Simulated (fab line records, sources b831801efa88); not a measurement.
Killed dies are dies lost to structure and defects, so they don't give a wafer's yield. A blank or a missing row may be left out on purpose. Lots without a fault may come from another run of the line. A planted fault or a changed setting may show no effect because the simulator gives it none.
fab line records | flow sky130
record lots=6 wafers=18 last_day=49
route steps=708 shown NWELL@66 PWDE@84 VT_ADJUST_HVTP@85 VT_ADJUST_LVTN@97 PAD_OPEN@708
lots that met no fault: from a run of the same line without faults
start_h: hours from the record's first day to the start of the lot's first wafer shown | wait_h: hours since the lot's step before | " the same as in the row above | L1.1+2: a row that stands for several wafers | - no value, or no start given | * or withheld: withheld | < > ~ a bound
route shown NAME@n: a module of which the file shows steps, and the number in the route of the first | usual: mean/standard deviation of fault-free wafers | same: alike in all rows | chamber/n: place in a boat | sites: the reading at each site | _std_site: their standard deviation | _edge_site: outer sites' mean less inner sites' | radius_mm: how far each site lies from the wafer's centre | mask NAME#n: copy n | behind: the tool/chamber that last shaped the wafer | hold: why the lot was held/for how many hours/how that ended | device: the transistor (n, p or np) that didn't switch | end of line: the same wafers' tests at the end of the route | a step without rows: its recipe alone | killed: dies lost to structure and defects at the first sort, not the wafer's yield | map: a wafer's dies, x killed, . not, _ none there
set.NAME: the setting as run; set.NAME@STEP: as run at that earlier step | model.NAME: the simulator's own value behind a step, which no gauge read
lots at some steps of the route; a table a step, a row a wafer
services: from which hour (start_h, from the record's first day; less than 0 if before it) a tool's chamber was out of use, for how many hours, and why
## steps
# step SKY_NWELL_IMPLANT_13
# recipe species=P energy_kev=50 dose_cm2=7e+11 tilt_deg=withheld
# step SKY_NWELL_STRIP_14
# recipe chemistry=O2/N2 power_w=1400 pressure_mtorr=1500 platen_temp_c=withheld o2_flow_sccm=3000 n2_flow_sccm=300 overash_fraction=0.5
# usual chamber_pressure_mTorr=1500.1/1.5 drypump_motor_current_A=5.5/0.49 o2_flow_sccm=3000/8.8 oes_product_au=0.722/0.0045 strip_time_to_endpoint_s=36.89/0.096
# same overash_fraction=0.5
# columns lot.wafer tool chamber start_h wait_h chamber_pressure_mTorr drypump_motor_current_A o2_flow_sccm oes_product_au rf_hours_counter_h strip_time_to_endpoint_s
L901.3 plasma_asher-02 0 93.00 0.1 1499.8 6.1 2994 0.717 - 36.88
L901.4 " 1 " " 1500.0 5.5 2998 0.725 - 36.85
L901.5 " 0 " " 1498.3 6.1 2992 0.717 - 36.90
L904.1 plasma_asher-02 0 101.25 0.1 1499.5 6.1 2993 0.715 43 36.94
L904.3 " 1 " " 1503.1 5.5 3016 0.721 - 36.77
L904.6 " 0 " " 1499.5 6.1 3005 0.726 - 36.75
L905.2 plasma_asher-03 1 107.44 0.1 1500.2 5.0 2991 0.717 42 36.78
L905.4 " 1 " " 1500.0 5.0 2979 0.726 - 36.81
L905.6 " 1 " " 1498.6 5.0 2977 0.723 - 36.96
L912.2 plasma_asher-01 1 152.20 0.2 1500.7 5.7 3007 0.732 33 36.78
L912.4 " 1 " " 1499.4 5.7 3010 0.720 - 36.92
L912.5 " 1 " " 1497.6 5.7 3001 0.722 - 36.76
L915.1 plasma_asher-01 1 171.64 0.1 1501.0 5.7 3005 0.722 34 36.87
L915.3 " 1 " " 1499.3 5.8 3006 0.716 - 36.89
L915.6 " 1 " " 1501.4 5.7 3003 0.725 - 36.80
L921.2 plasma_asher-03 1 200.31 0.1 1498.8 5.0 3011 0.722 8 37.04
L921.4 " 0 " " 1499.9 4.8 3005 0.725 - 37.03
L921.5 " 1 " " 1501.5 5.0 3005 0.724 - 36.94
# step SKY_NWELL_TW_MEAS_15
# usual NWELL_TW=1806/13
# columns lot.wafer tool chamber start_h wait_h NWELL_TW
L901.3 film_metro-01 - 93.08 0.1 1779
L901.4 " - " " 1784
L901.5 " - " " 1782
L904.1 film_metro-02 - 101.35 0.1 1807
L904.3 " - " " 1816
L904.6 " - " " 1818
L905.2 film_metro-04 - 107.55 0.1 1807
L905.4 " - " " 1813
L905.6 " - " " 1812
L912.2 film_metro-04 - 152.31 0.1 1813
L912.4 " - " " 1811
L912.5 " - " " 1816
L915.1 film_metro-02 - 171.74 0.1 1811
L915.3 " - " " 1803
L915.6 " - " " 1807
L921.2 film_metro-02 - 200.42 0.1 1806
L921.4 " - " " 1814
L921.5 " - " " 1814
# step SKY_NWELL_DEHYDRATE_16
# recipe temp_c=200 time_s=60
# step SKY_NWELL_HMDS_17
# recipe prime_time_s=60 prime_temp_c=120
# step SKY_NWELL_COAT_18
# recipe spin_rpm=2000 resist_thk_nm=3000
# step SKY_NWELL_SOFTBAKE_19
# recipe temp_c=110 time_s=withheld
# step SKY_NWELL_EXPOSE_20
# recipe mask_id=NWM_COMPLEMENT na=0.6 source_shape=conventional sigma_outer=0.6 polarization=unpolarized target_cd_nm=840 dose_mj=260
# step SKY_NWELL_PEB_21
# recipe temp_c=115 time_s=withheld
# step SKY_NWELL_DEVELOP_22
# recipe wall_angle_deg=90 developer=TMAH develop_time_s=60 dev_temp_c=23
# step SKY_NWELL_OVL_MEAS_23
# usual NWELL_01_OVL=0.4/1.4
# columns lot.wafer tool chamber start_h wait_h NWELL_01_OVL[nm]
L901.3 overlay-01 - 110.04 - 0.2
L901.4 " - " " 0.2
L901.5 " - " " -1.5
L904.1 overlay-01 - 119.63 - 1.4
L904.3 " - " " 0.8
L904.6 " - " " -0.6
L905.2 overlay-02 - 125.02 - 2.2
L905.4 " - " " 3.1
L905.6 " - " " 1.2
L912.2 overlay-02 - 171.92 - 0.1
L912.4 " - " " 1.1
L912.5 " - " " 1.6
L915.1 overlay-02 - 190.53 - -1.6
L915.3 " - " " -2.2
L915.6 " - " " -1.2
L921.2 overlay-02 - 221.61 - -1.3
L921.4 " - " " -0.8
L921.5 " - " " -0.4
# step SKY_NWELL_IMPLANT_24
# recipe species=B energy_kev=140 dose_cm2=9.2e+12 tilt_deg=withheld
# step SKY_NWELL_STRIP_25
# recipe chemistry=O2/N2 power_w=1400 pressure_mtorr=1500 platen_temp_c=withheld o2_flow_sccm=3000 n2_flow_sccm=300 overash_fraction=0.5
# usual chamber_pressure_mTorr=1500.0/1.4 drypump_motor_current_A=5.7/0.4 o2_flow_sccm=3001/8.2 oes_product_au=0.722/0.0047 strip_time_to_endpoint_s=36.86/0.092
# same overash_fraction=0.5
# columns lot.wafer tool chamber start_h wait_h chamber_pressure_mTorr drypump_motor_current_A o2_flow_sccm oes_product_au rf_hours_counter_h strip_time_to_endpoint_s
L901.3 plasma_asher-02 0 110.25 0.1 1501.2 6.1 3011 0.721 - 36.98
L901.4 " 1 " " 1502.0 5.5 2992 0.716 - 36.90
L901.5 " 0 " " 1498.0 6.1 2999 0.717 - 36.95
L904.1 plasma_asher-02 0 119.81 0.1 1498.9 6.1 3006 0.722 45 36.87
L904.3 " 0 " " 1500.2 6.1 2987 0.725 - 36.72
L904.6 " 0 " " 1498.9 6.1 3005 0.724 - 36.80
L905.2 plasma_asher-03 0 125.20 0.1 1500.5 4.8 2999 0.717 1 36.83
L905.4 " 0 " " 1500.1 4.8 2998 0.714 - 36.97
L905.6 " 0 " " 1500.0 4.8 3003 0.720 - 36.80
L912.2 plasma_asher-03 1 172.10 0.1 1500.6 5.0 2999 0.732 5 36.69
L912.4 " 0 " " 1498.6 4.9 3008 0.716 - 36.87
L912.5 " 1 " " 1500.8 5.0 2994 0.725 - 36.74
L915.1 plasma_asher-03 1 190.71 0.1 1500.6 5.0 3010 0.721 7 36.82
L915.3 " 1 " " 1501.1 5.0 3016 0.727 - 36.88
L915.6 " 0 " " 1499.2 4.8 2994 0.728 - 36.88
L921.2 plasma_asher-02 0 221.79 0.1 1499.4 6.1 3001 0.719 55 36.92
L921.4 " 1 " " 1500.0 5.5 3009 0.721 - 36.93
L921.5 " 1 " " 1500.1 5.5 2990 0.725 - 37.01
# step SKY_NWELL_TW_MEAS_26
# usual NWELL_2_TW=496/3
# columns lot.wafer tool chamber start_h wait_h NWELL_2_TW
L901.3 film_metro-02 - 110.33 0.1 497
L901.4 " - " " 497
L901.5 " - " " 498
L904.1 film_metro-04 - 119.91 0.1 498
L904.3 " - " " 500
L904.6 " - " " 496
L905.2 film_metro-04 - 125.31 0.1 495
L905.4 " - " " 493
L905.6 " - " " 499
L912.2 film_metro-02 - 172.21 0.1 496
L912.4 " - " " 497
L912.5 " - " " 495
L915.1 film_metro-04 - 190.81 0.1 494
L915.3 " - " " 498
L915.6 " - " " 498
L921.2 film_metro-01 - 221.90 0.1 492
L921.4 " - " " 494
L921.5 " - " " 496
# step SKY_NWELL_CLEAN_27
# recipe chemistry=SC1/SC2 mix=1:4:20 temp_c=70 time_s=150 dry=n2_spin
# step SKY_NWELL_RTA_28
# recipe temp_c=1050 time_s=30 idle_temp_c=650 ramp_up_c_per_s=150 ramp_down_c_per_s=90 ambient=N2
# usual lamp_power_pct=25.31/0.053 wafer_temp_C_max=1054.9/0.95
# columns lot.wafer tool chamber start_h wait_h lamp_power_pct wafer_temp_C_max
L901.3 rtp_anneal-01 0 110.46 0.0 25.36 1053.6
L901.4 " 0 " " 25.30 1054.4
L901.5 " 0 " " 25.30 1052.9
L904.1 rtp_anneal-01 0 120.02 0.0 25.29 1055.2
L904.3 " 0 " " 25.27 1055.9
L904.6 " 0 " " 25.25 1054.1
L905.2 rtp_anneal-02 0 125.43 0.0 25.29 1055.9
L905.4 " 0 " " 25.23 1054.2
L905.6 " 0 " " 25.30 1054.4
L912.2 rtp_anneal-02 0 172.35 0.0 25.25 1055.2
L912.4 " 0 " " 25.39 1053.5
L912.5 " 0 " " 25.27 1054.8
L915.1 rtp_anneal-01 0 190.92 0.0 25.25 1056.2
L915.3 " 0 " " 25.37 1053.9
L915.6 " 0 " " 25.37 1053.7
L921.2 rtp_anneal-01 0 222.02 0.0 25.27 1055.0
L921.4 " 0 " " 25.25 1053.8
L921.5 " 0 " " 25.31 1054.7
# step SKY_NWELL_RS_MEAS_29
# recipe thk_meas_gauge=four-point-probe
# usual NWELL_RS=630.4/1.5
# columns lot.wafer tool chamber start_h wait_h NWELL_RS[ohm/sq]
L901.3 film_metro-01 - 110.56 0.1 634.0
L901.4 " - " " 632.2
L901.5 " - " " 633.4
L904.1 film_metro-01 - 120.12 0.1 631.7
L904.3 " - " " 630.7
L904.6 " - " " 631.5
L905.2 film_metro-04 - 125.54 0.1 631.8
L905.4 " - " " 631.2
L905.6 " - " " 631.3
L912.2 film_metro-04 - 172.54 0.2 631.5
L912.4 " - " " 632.6
L912.5 " - " " 632.6
L915.1 film_metro-02 - 191.02 0.1 629.8
L915.3 " - " " 629.5
L915.6 " - " " 631.1
L921.2 film_metro-04 - 222.12 0.1 630.4
L921.4 " - " " 629.3
L921.5 " - " " 630.3
# step SKY_NWELL_RS_MEAS_31
# recipe thk_meas_gauge=four-point-probe
# usual PWDE_RS=5284/16
# columns lot.wafer tool chamber start_h wait_h PWDE_RS[ohm/sq]
L901.3 film_metro-01 - 110.80 0.1 5285
L901.4 " - " " 5279
L901.5 " - " " 5277
L904.1 film_metro-01 - 120.36 0.1 5293
L904.3 " - " " 5282
L904.6 " - " " 5306
L905.2 film_metro-04 - 125.78 0.1 5274
L905.4 " - " " 5271
L905.6 " - " " 5278
L912.2 film_metro-04 - 172.78 0.1 5270
L912.4 " - " " 5293
L912.5 " - " " 5307
L915.1 film_metro-02 - 191.26 0.1 5254
L915.3 " - " " 5268
L915.6 " - " " 5269
L921.2 film_metro-04 - 222.36 0.1 5293
L921.4 " - " " 5287
L921.5 " - " " 5299
# step SKY_VT_ADJUST_HVTP_DEHYDRATE_00
# recipe temp_c=200 time_s=60
# step SKY_VT_ADJUST_HVTP_HMDS_01
# recipe prime_time_s=60 prime_temp_c=120
# step SKY_VT_ADJUST_HVTP_COAT_02
# recipe resist=NOVOLAK spin_rpm=3000 resist_thk_nm=1140
# step SKY_VT_ADJUST_HVTP_SOFTBAKE_03
# recipe temp_c=90 time_s=60 resist=NOVOLAK
# step SKY_VT_ADJUST_HVTP_EXPOSE_04
# recipe mask_id=HVTPM na=0.6 source_shape=conventional sigma_outer=0.6 polarization=unpolarized target_cd_nm=380 dose_mj=140
# step SKY_VT_ADJUST_HVTP_PEB_05
# recipe temp_c=withheld time_s=* resist=NOVOLAK
# step SKY_VT_ADJUST_HVTP_DEVELOP_06
# recipe resist=NOVOLAK developer=TMAH develop_time_s=60 dev_temp_c=21.93
# step SKY_VT_ADJUST_HVTP_CD_MEAS_07
# recipe target_cd_nm=380
# usual cd_nm=380.3/2.8
# columns lot.wafer tool chamber start_h wait_h cd_nm
L901.3 cd_sem-02 - 129.52 0.1 380.6
L901.4 " - " " 382.7
L901.5 " - " " 383.5
L904.1 cd_sem-01 - 138.12 0.1 377.0
L904.3 " - " " 375.7
L904.6 " - " " 375.5
L905.2 cd_sem-02 - 143.73 0.1 381.3
L905.4 " - " " 380.5
L905.6 " - " " 381.7
L912.2 cd_sem-02 - 191.44 0.1 383.0
L912.4 " - " " 383.0
L912.5 " - " " 384.8
L915.1 cd_sem-02 - 211.98 0.1 381.0
L915.3 " - " " 380.3
L915.6 " - " " 379.8
L921.2 cd_sem-02 - 243.55 0.1 378.1
L921.4 " - " " 378.6
L921.5 " - " " 378.1
# step SKY_VT_ADJUST_HVTP_OVL_MEAS_08
# usual VT_ADJUST_HVTP_OVL=-0.3/1.3
# columns lot.wafer tool chamber start_h wait_h VT_ADJUST_HVTP_OVL[nm]
L901.3 overlay-01 - 129.61 0.1 0.7
L901.4 " - " " -0.4
L901.5 " - " " -0.2
L904.1 overlay-01 - 138.24 0.1 -1.8
L904.3 " - " " -0.6
L904.6 " - " " -0.4
L905.2 overlay-01 - 143.83 0.1 -0.7
L905.4 " - " " 0.2
L905.6 " - " " -1.6
L912.2 overlay-01 - 191.55 0.1 -0.7
L912.4 " - " " -2.1
L912.5 " - " " -2.2
L915.1 overlay-02 - 212.10 0.1 1.4
L915.3 " - " " 1.4
L915.6 " - " " 1.5
L921.2 overlay-02 - 243.65 0.1 1.2
L921.4 " - " " 0.7
L921.5 " - " " -0.4
# step SKY_VT_ADJUST_HVTP_IMPLANT_09
# recipe species=As energy_kev=150 dose_cm2=4.3e+12 tilt_deg=withheld
# step SKY_VT_ADJUST_HVTP_STRIP_10
# recipe chemistry=O2/N2 power_w=1400 pressure_mtorr=1500 platen_temp_c=withheld o2_flow_sccm=3000 n2_flow_sccm=300 overash_fraction=0.5
# usual chamber_pressure_mTorr=1500.0/1.4 drypump_motor_current_A=5.6/0.4 o2_flow_sccm=3001/8.9 oes_product_au=0.716/0.0043 strip_time_to_endpoint_s=14.16/0.039
# same overash_fraction=0.5
# columns lot.wafer tool chamber start_h wait_h chamber_pressure_mTorr drypump_motor_current_A o2_flow_sccm oes_product_au rf_hours_counter_h strip_time_to_endpoint_s
L901.3 plasma_asher-01 1 129.82 0.1 1501.0 5.7 2994 0.709 - 14.14
L901.4 " 0 " " 1499.8 6.0 3004 0.720 - 14.10
L901.5 " 1 " " 1500.2 5.7 2996 0.723 - 14.15
L904.1 plasma_asher-01 0 138.43 0.1 1501.2 6.0 3000 0.721 31 14.16
L904.3 " 1 " " 1500.7 5.7 2997 0.717 - 14.12
L904.6 " 1 " " 1499.3 5.7 2982 0.714 - 14.14
L905.2 plasma_asher-01 1 144.01 0.1 1499.6 5.8 3005 0.710 32 14.14
L905.4 " 0 " " 1500.0 6.0 3018 0.713 - 14.11
L905.6 " 1 " " 1503.0 5.8 2994 0.716 - 14.16
L912.2 plasma_asher-01 1 191.73 0.1 1500.0 5.7 2993 0.712 37 14.08
L912.4 " 0 " " 1501.0 6.0 2994 0.712 - 14.14
L912.5 " 0 " " 1500.4 6.0 2990 0.724 - 14.09
L915.1 plasma_asher-03 0 212.28 0.1 1498.7 4.8 2984 0.713 9 14.18
L915.3 " 1 " " 1499.0 5.0 3005 0.710 - 14.22
L915.6 " 1 " " 1500.0 5.0 3000 0.714 - 14.21
L921.2 plasma_asher-03 1 243.83 0.1 1501.4 5.0 2997 0.713 12 14.16
L921.4 " 0 " " 1501.6 4.8 2996 0.715 - 14.17
L921.5 " 1 " " 1500.4 5.0 3003 0.718 - 14.16
# step SKY_VT_ADJUST_HVTP_TW_MEAS_11
# usual VT_ADJUST_HVTP_TW=1349/10
# columns lot.wafer tool chamber start_h wait_h VT_ADJUST_HVTP_TW
L901.3 film_metro-03 - 129.90 0.1 1345
L901.4 " - " " 1347
L901.5 " - " " 1340
L904.1 film_metro-01 - 138.53 0.1 1344
L904.3 " - " " 1340
L904.6 " - " " 1339
L905.2 film_metro-03 - 144.12 0.1 1344
L905.4 " - " " 1335
L905.6 " - " " 1342
L912.2 film_metro-01 - 191.84 0.1 1337
L912.4 " - " " 1334
L912.5 " - " " 1323
L915.1 film_metro-03 - 212.38 0.1 1350
L915.3 " - " " 1352
L915.6 " - " " 1353
L921.2 film_metro-02 - 243.94 0.1 1371
L921.4 " - " " 1368
L921.5 " - " " 1362
# step SKY_VT_ADJUST_LVTN_DEHYDRATE_00
# recipe temp_c=200 time_s=60
# step SKY_VT_ADJUST_LVTN_HMDS_01
# recipe prime_time_s=60 prime_temp_c=120
# step SKY_VT_ADJUST_LVTN_COAT_02
# recipe spin_rpm=2000 resist_thk_nm=3000
# step SKY_VT_ADJUST_LVTN_SOFTBAKE_03
# recipe temp_c=110 time_s=withheld
# step SKY_VT_ADJUST_LVTN_EXPOSE_04
# recipe mask_id=NWM_COMPLEMENT_LESS_NATIVE na=0.6 source_shape=conventional sigma_outer=0.6 polarization=unpolarized target_cd_nm=840 dose_mj=194
# step SKY_VT_ADJUST_LVTN_PEB_05
# recipe temp_c=115 time_s=withheld
# step SKY_VT_ADJUST_LVTN_DEVELOP_06
# recipe wall_angle_deg=90 developer=TMAH develop_time_s=60 dev_temp_c=23
# step SKY_VT_ADJUST_LVTN_OVL_MEAS_07
# usual VT_ADJUST_LVTN_OVL=-0.8/1.2
# columns lot.wafer tool chamber start_h wait_h VT_ADJUST_LVTN_OVL[nm]
L901.3 overlay-01 - 148.28 - -0.5
L901.4 " - " " -0.7
L901.5 " - " " -0.4
L904.1 overlay-02 - 158.22 - -1.6
L904.3 " - " " -0.9
L904.6 " - " " -1.7
L905.2 overlay-01 - 164.03 - -1.8
L905.4 " - " " -0.8
L905.6 " - " " -2.3
L912.2 overlay-02 - 213.08 - -0.9
L912.4 " - " " -1.6
L912.5 " - " " -0.1
L915.1 overlay-01 - 232.62 - 2.4
L915.3 " - " " 1.0
L915.6 " - " " 0.8
L921.2 overlay-02 - 266.38 - -0.7
L921.4 " - " " 0.6
L921.5 " - " " 0.4
# step SKY_VT_ADJUST_LVTN_IMPLANT_08
# recipe species=B energy_kev=30 dose_cm2=1.57e+12 tilt_deg=withheld
# step SKY_VT_ADJUST_LVTN_STRIP_09
# recipe chemistry=O2/N2 power_w=1400 pressure_mtorr=1500 platen_temp_c=withheld o2_flow_sccm=3000 n2_flow_sccm=300 overash_fraction=0.5
# usual chamber_pressure_mTorr=1500.0/1.3 drypump_motor_current_A=5.5/0.41 o2_flow_sccm=3000/9.4 oes_product_au=0.723/0.0048 strip_time_to_endpoint_s=36.89/0.09
# same overash_fraction=0.5
# columns lot.wafer tool chamber start_h wait_h chamber_pressure_mTorr drypump_motor_current_A o2_flow_sccm oes_product_au rf_hours_counter_h strip_time_to_endpoint_s
L901.3 plasma_asher-04 0 148.49 0.1 1496.9 5.6 3009 0.718 - 36.93
L901.4 " 1 " " 1498.5 5.7 3007 0.713 - 36.87
L901.5 " 0 " " 1498.5 5.6 3005 0.720 - 36.86
L904.1 plasma_asher-04 0 158.41 0.1 1500.6 5.6 3001 0.718 47 36.98
L904.3 " 0 " " 1501.6 5.6 2993 0.725 - 37.00
L904.6 " 0 " " 1501.2 5.6 2988 0.725 - 36.97
L905.2 plasma_asher-04 0 164.21 0.1 1500.2 5.6 3004 0.722 48 36.99
L905.4 " 0 " " 1502.3 5.6 3006 0.724 - 36.86
L905.6 " 0 " " 1499.7 5.6 2996 0.721 - 36.90
L912.2 plasma_asher-02 0 213.26 0.1 1497.0 6.1 3001 0.720 54 36.88
L912.4 " 1 " " 1497.1 5.5 3000 0.720 - 36.94
L912.5 " 1 " " 1499.9 5.5 3007 0.715 - 36.95
L915.1 plasma_asher-02 1 232.81 0.1 1500.1 5.5 3016 0.715 56 36.90
L915.3 " 1 " " 1500.2 5.5 3019 0.725 - 36.99
L915.6 " 1 " " 1500.1 5.5 3015 0.717 - 36.95
L921.2 plasma_asher-03 1 266.56 0.1 1500.5 5.0 3003 0.726 14 36.79
L921.4 " 1 " " 1501.0 5.0 3000 0.719 - 36.82
L921.5 " 0 " " 1502.6 4.8 3022 0.720 - 36.86
# step SKY_VT_ADJUST_LVTN_TW_MEAS_10
# usual VT_ADJUST_LVTN_TW=241.1/1.4
# columns lot.wafer tool chamber start_h wait_h VT_ADJUST_LVTN_TW
L901.3 film_metro-04 - 148.58 0.1 239.8
L901.4 " - " " 241.6
L901.5 " - " " 241.9
L904.1 film_metro-03 - 158.51 0.1 239.2
L904.3 " - " " 238.9
L904.6 " - " " 238.7
L905.2 film_metro-04 - 164.32 0.1 241.2
L905.4 " - " " 240.3
L905.6 " - " " 240.9
L912.2 film_metro-03 - 213.37 0.1 241.2
L912.4 " - " " 240.2
L912.5 " - " " 240.1
L915.1 film_metro-04 - 232.91 0.1 242.0
L915.3 " - " " 241.4
L915.6 " - " " 242.8
L921.2 film_metro-04 - 266.67 0.1 243.7
L921.4 " - " " 240.0
L921.5 " - " " 243.3
# step SKY_PAD_OPEN_PROBE_99
# usual killed_at_M0_to_M3=43/7.1 killed_at_M4_up=3.0/1.9 killed_at_contacts=24/5 killed_at_front_end=15/4.3 killed_at_other=0.3/0.5 killed_dies=85/9.6 killed_open=46/7.1 killed_short=39/6.8
# same gross_dies=492 killed_at_back_side=0
# columns lot.wafer tool chamber start_h wait_h killed_at_M0_to_M3 killed_at_M4_up killed_at_contacts killed_at_front_end killed_at_other killed_dies killed_open killed_short
L901.3 prober-02 - 1076.91 0.2 44 2 35 17 1 99 56 43
L901.4 prober-02 - 1076.96 0.2 55 2 29 13 0 99 55 44
L901.5 prober-02 - 1077.01 0.2 35 0 26 19 0 80 53 27
L905.2 prober-01 - 1084.35 0.1 42 5 11 18 0 76 36 40
L905.4 prober-01 - 1084.45 0.2 56 3 26 10 0 95 58 37
L905.6 prober-01 - 1084.55 0.2 33 2 24 20 0 79 44 35
L912.2 prober-01 - 1131.11 0.1 38 3 23 41 1 106 44 36
L912.4 prober-01 - 1131.21 0.2 44 2 30 40 0 116 48 33
L912.5 prober-01 - 1131.26 0.2 48 4 16 37 0 105 41 38
L915.1 prober-01 - 1152.93 0.1 41 3 26 51 1 122 48 45
L915.3 prober-01 - 1153.03 0.2 36 2 15 39 0 92 36 28
L915.6 prober-01 - 1153.18 0.2 42 3 23 52 0 120 44 40
# killed by level:class
L901.3 CONTACT:geometric_particle:open=15 VIA1:geometric_particle:open=12 LOCAL_INTERCONNECT:geometric_particle:short=6 LI_CONTACT:geometric_particle:open=6 VIA1:geometric_particle:short=6 POLY_GATE:geometric_particle:open=5 CONTACT:geometric_particle:short=5 VIA3:geometric_particle:open=5
L901.4 CONTACT:geometric_particle:open=12 VIA1:geometric_particle:open=10 LI_CONTACT:geometric_particle:open=8 VIA3:geometric_particle:open=7 VIA1:geometric_particle:short=7 VIA2:geometric_particle:open=6 METAL2:geometric_particle:short=6 POLY_GATE:geometric_particle:open=5
L901.5 CONTACT:geometric_particle:open=12 LI_CONTACT:geometric_particle:open=9 METAL1:geometric_particle:short=7 POLY_GATE:geometric_particle:open=6 VIA1:geometric_particle:open=6 VIA2:geometric_particle:open=6 VIA3:geometric_particle:open=6 FIELD_ISO:geometric_particle:short=5
L905.2 VIA1:geometric_particle:open=11 FIELD_ISO:geometric_particle:short=6 FIELD_ISO:geometric_particle:open=5 VIA1:geometric_particle:short=5 METAL1:geometric_particle:short=5 VIA2:geometric_particle:open=5 VIA2:geometric_particle:short=5 LOCAL_INTERCONNECT:geometric_particle:short=4
L905.4 VIA1:geometric_particle:open=14 CONTACT:geometric_particle:open=9 METAL1:geometric_particle:short=8 LI_CONTACT:geometric_particle:open=7 VIA3:geometric_particle:open=7 VIA2:geometric_particle:open=6 METAL2:geometric_particle:open=5 METAL3:geometric_particle:short=5
L905.6 CONTACT:geometric_particle:open=9 VIA1:geometric_particle:open=8 LI_CONTACT:geometric_particle:open=7 POLY_GATE:geometric_particle:open=6 FIELD_ISO:geometric_particle:open=5 CONTACT:geometric_particle:short=5 FIELD_ISO:geometric_particle:short=4 METAL1:geometric_particle:short=4
L912.2 NWELL:unspecified=26 VIA1:geometric_particle:open=7 LOCAL_INTERCONNECT:geometric_particle:short=7 CONTACT:geometric_particle:open=7 METAL2:geometric_particle:short=7 VIA3:geometric_particle:open=7 POLY_GATE:geometric_particle:open=6 LI_CONTACT:geometric_particle:open=6
L912.4 NWELL:unspecified=35 LI_CONTACT:geometric_particle:open=12 VIA1:geometric_particle:open=12 CONTACT:geometric_particle:open=7 CONTACT:geometric_particle:short=7 VIA3:geometric_particle:open=7 METAL1:geometric_particle:short=5 METAL2:geometric_particle:short=5
L912.5 NWELL:unspecified=26 VIA3:geometric_particle:open=14 VIA1:geometric_particle:open=8 METAL1:geometric_particle:short=6 CONTACT:geometric_particle:open=6 METAL2:geometric_particle:short=6 FIELD_ISO:geometric_particle:short=5 VIA2:geometric_particle:open=4
L915.1 NWELL:unspecified=29 CONTACT:geometric_particle:open=12 FIELD_ISO:geometric_particle:short=8 VIA2:geometric_particle:open=7 LI_CONTACT:geometric_particle:open=7 VIA3:geometric_particle:short=7 VIA1:geometric_particle:short=6 VIA1:geometric_particle:open=5
L915.3 NWELL:unspecified=28 VIA1:geometric_particle:open=7 LI_CONTACT:geometric_particle:open=5 CONTACT:geometric_particle:open=5 VIA1:geometric_particle:short=5 METAL2:geometric_particle:short=5 VIA2:geometric_particle:open=5 VIA3:geometric_particle:open=5
L915.6 NWELL:unspecified=36 VIA3:geometric_particle:open=10 VIA1:geometric_particle:open=9 LI_CONTACT:geometric_particle:open=7 CONTACT:geometric_particle:short=7 VIA1:geometric_particle:short=7 FIELD_ISO:geometric_particle:short=5 CONTACT:geometric_particle:open=5
# map L912.4 (x killed, . not)
__________..x..x...._________
________.............._______
______.x.xxx....x...x..x_____
_____..x..x..x.x......xxx____
____...x......x......xxxxx___
___...x.x........x..xxxxxxx__
__...xx........x...x.xxxxxxx_
_..xx..x.............xxxxxxx.
_.x...xx..x........x..xxxxx.x
_.............x.x..x..xx..x..
_....x.x..............x..x...
_........x........xx.x....x..
_...............x.......x....
_....xx...x.x...xx.....x.....
_....xx.......x.......x.....x
__xxx......x................_
___........x..........xx...__
____....xx.x.....x........___
_____.x..xx.xx...........____
______.x..............xx_____
________x............._______
__________......x.x._________
# map L915.1 (x killed, . not)
__________......x..._________
________....x.xx...x.._______
______x........x......x._____
_____.x...x......x.....x.____
____.......x.......x......___
___..x...xx........x..x....__
__x....x......x....x........_
_xxx......x....x...x....x.x..
_xxx..x..........x....x..x...
_xxxx.x.........x.xx..x......
_xxxx.xx......x.x...x....x...
_xxxxx...x..xx.....x.x...x...
_xxxxx......................x
_xx.x..x......x.x...x........
_xx..x........x.x.x......x...
__x...xxx..x.....x.........._
___...x..x.x.......x...x...__
____xx..xx....x.......x...___
_____x...x.x...x..x.x....____
______x.xx..x....x...x.._____
________..x..x..x.x..._______
__________.....x...._________
## services
# columns tool chamber start_h hours kind
rtp_anneal-01 - 91.18 4.4 pm
plasma_asher-03 - 99.39 1.2 repair
plasma_asher-03 - 101.93 5.0 repair
plasma_asher-03 - 108.75 9.0 pm
plasma_asher-03 0 108.75 9.0 vent_cycle
plasma_asher-03 1 108.75 9.0 vent_cycle
plasma_asher-03 0 117.75 - clean
plasma_asher-03 1 117.75 - clean
plasma_asher-03 - 151.18 2.8 pm
plasma_asher-02 - 151.88 0.8 repair
plasma_asher-02 - 167.08 0.9 repair
plasma_asher-03 - 171.04 0.9 repair
rtp_anneal-02 - 252.01 2.5 pm
plasma_asher-04 - 258.29 1.2 repair
plasma_asher-01 - 262.23 5.1 repair
## key
first_sign step=SKY_PAD_OPEN_PROBE_99 reading=killed_at_front_end direction=up sigmas=6.6 usual=15 struck=43
effect step=SKY_PAD_OPEN_PROBE_99 reading=killed_dies direction=up sigmas=2.6 usual=85 struck=110
met_at SKY_NWELL_STRIP_25
struck_wafers L912.2,L912.4,L912.5,L915.1,L915.3,L915.6
tester_left_out L912,L915
onset_between 125.20 172.10
also_fits SKY_NWELL_STRIP_14:plasma_asher-01,SKY_VT_ADJUST_LVTN_STRIP_09:plasma_asher-02
fault kind=chamber_particle_source tool=plasma_asher-03 chamber=- onset_h=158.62 steps=SKY_NWELL_STRIP_25 rate_per_visit_cm2=1.0661 end_h=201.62
# tester_left_out: of these lots the tester's yield and bins aren't shown, on N5 and GAA mostly nor the transistor test; their killed dies are dies lost to structure and defects alone, not to doping, threshold or leakage, so they don't give the yield
